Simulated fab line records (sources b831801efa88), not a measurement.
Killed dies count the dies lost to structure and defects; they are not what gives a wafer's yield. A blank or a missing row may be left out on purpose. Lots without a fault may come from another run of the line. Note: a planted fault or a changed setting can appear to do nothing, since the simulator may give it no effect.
Comparing a struck lot with a sound one ; flow sfqLine ; 17 steps out of a route of 325
Sound: wafers L417.2, L417.3, L417.5. Struck: wafer L433.4 (left out: L433.3, L433.6 of the same lot, which were not struck); the cause appears at the end.
At each step with rows: each side's tool, then ch and its chambers, then its first start. Under that, the readings that differ: sound wafers ; struck wafers ; difference of the means ; sigmas: that difference in standard deviations of wafers without a fault.
alike: same words and numbers on both sides, and readings whose means sit less than 2 such deviations apart. not compared: any withheld reading, any reading some wafer has no value for, any bound like >300 that may hide the same value, and any number with overlapping values for which the record gives no deviation.
Wherever a step has rows on one side only, a row that says differs or no value, or a row with sigmas, the two part there. When numbers do not overlap yet have no deviation, they are printed without sigmas and do not part them. Lack of a reading on every wafer of one side parts them only where that side has two or more wafers.

SFQ_TRILAYER_I1_VIA_BARC_OPEN_VIA_ETCH_071: etches BARC in O2, target depth 125 nm, time 41.7 s.
  sound on rieDiel-04 ch 0,1,2, day 25 03:13; struck on rieDiel-03 ch 3, day 27 00:30
  alike: drypumpMotorCurrentA, oesProductAu
  not compared: rfHoursCounterH
SFQ_TRILAYER_I1_VIA_ETCH_VIA_ETCH_052: etches SiO2 in CHF3, stops on Nb, target depth 260 nm.
  sound on rieDiel-04 ch 0,1,2, day 25 03:16; struck on rieDiel-03 ch 3, day 27 00:32
  alike: drypumpMotorCurrentA, oesProductAu
SFQ_TRILAYER_I1_VIA_STRIP_STRIP_053: strips in O2.
  sound on rieMetal-02 ch 0,1, day 25 03:23; struck on rieMetal-02 ch 1, day 27 00:51
  alike: drypumpMotorCurrentA, oesProductAu
  not compared: rfHoursCounterH
then, 2 steps without rows for these wafers: SFQ_TRILAYER_I1_VIA_STRIP_SOLV_CLEAN_054 (cleans in NMP, time 600 s); SFQ_TRILAYER_M2_DEP_PRE_CLEAN_056 (time 22.5 s).
SFQ_TRILAYER_M2_DEP_SPUTTER_055: material Nb, target thk 200 nm, time 133.3 s.
  sound on pvdSputter-03 at day 25 04:11; struck on pvdSputter-04 at day 27 01:28
  alike: cathodeDcPowerW, throttleValvePct
SFQ_M2_RS_MEAS_914: the measuring method here is four-point-probe.
  sound on filmMetro-03 at day 25 04:17; struck on filmMetro-04 at day 27 01:35
  alike: M2_NB_RS
then, 4 steps without rows for these wafers: SFQ_TRILAYER_M2_LITHO_COAT_062 (resist thk 62 nm); SFQ_TRILAYER_M2_LITHO_COAT_057 (resist thk 600 nm); SFQ_TRILAYER_M2_LITHO_SOFTBAKE_061; SFQ_TRILAYER_M2_LITHO_EXPOSE_058 (exposes mask M2, target cd 500 nm).
-- the record jumps here: 7 days lie between the struck wafers' starts before and after --
SFQ_TRILAYER_M2_LITHO_PEB_060: peb time 60 s.
  sound on lithoTrack-04 ch 0, day 32 10:38; struck on lithoTrack-01 ch 0, day 33 17:39
reading;sound;struck;difference;sigmas
heaterPowerTotalW (W);79.16 79.18 79.22;81.29;+2.10;+31
then, 1 step without rows for these wafers: SFQ_TRILAYER_M2_LITHO_DEVELOP_059 (time 60 s).
SFQ_M2_OVL_MEAS_916:
  sound on overlay-01 at day 32 10:55; struck on overlay-01 at day 33 17:55
  alike: M2_OVL
SFQ_TRILAYER_M2_BARC_OPEN_METAL_ETCH_077: etches BARC in O2, target depth 125 nm, time 41.7 s.
  sound on rieMetal-04 ch 0,1, day 32 10:56; struck on rieMetal-03 ch 1, day 33 17:58
reading;sound;struck;difference;sigmas
model.M2.cdNm (nm);502.5 502.5 502.8;510.3;+7.7;
  alike: drypumpMotorCurrentA, oesProductAu
  not compared: rfHoursCounterH
SFQ_TRILAYER_M2_ETCH_METAL_ETCH_060: etches Nb in Cl2/Ar, stops on SiO2, target depth 240 nm, time 120 s.
  sound on rieMetal-04 ch 0,1, day 32 11:00; struck on rieMetal-03 ch 1, day 33 18:02
reading;sound;struck;difference;sigmas
model.M2.cdNm (nm);503.6 505.2 504.5;506.6;+2.2;
  alike: drypumpMotorCurrentA, oesProductAu
  not compared: rfHoursCounterH
SFQ_TRILAYER_M2_STRIP_STRIP_061: strips in O2.
  sound on rieMetal-04 ch 0,1, day 32 11:07; struck on rieMetal-03 ch 1, day 33 18:19
  alike: drypumpMotorCurrentA, oesProductAu
  not compared: rfHoursCounterH

## WHERE THEY PART
Only at SFQ_TRILAYER_M2_LITHO_PEB_060, within this record. Later steps at which nothing parts them and some readings are alike: SFQ_M2_OVL_MEAS_916, SFQ_TRILAYER_M2_BARC_OPEN_METAL_ETCH_077, SFQ_TRILAYER_M2_ETCH_METAL_ETCH_060, SFQ_TRILAYER_M2_STRIP_STRIP_061.

WHY: what had been put in by the simulator
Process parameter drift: lithoTrack-01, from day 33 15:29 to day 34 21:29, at SFQ_TRILAYER_M2_LITHO_PEB_060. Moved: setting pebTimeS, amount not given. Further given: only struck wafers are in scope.
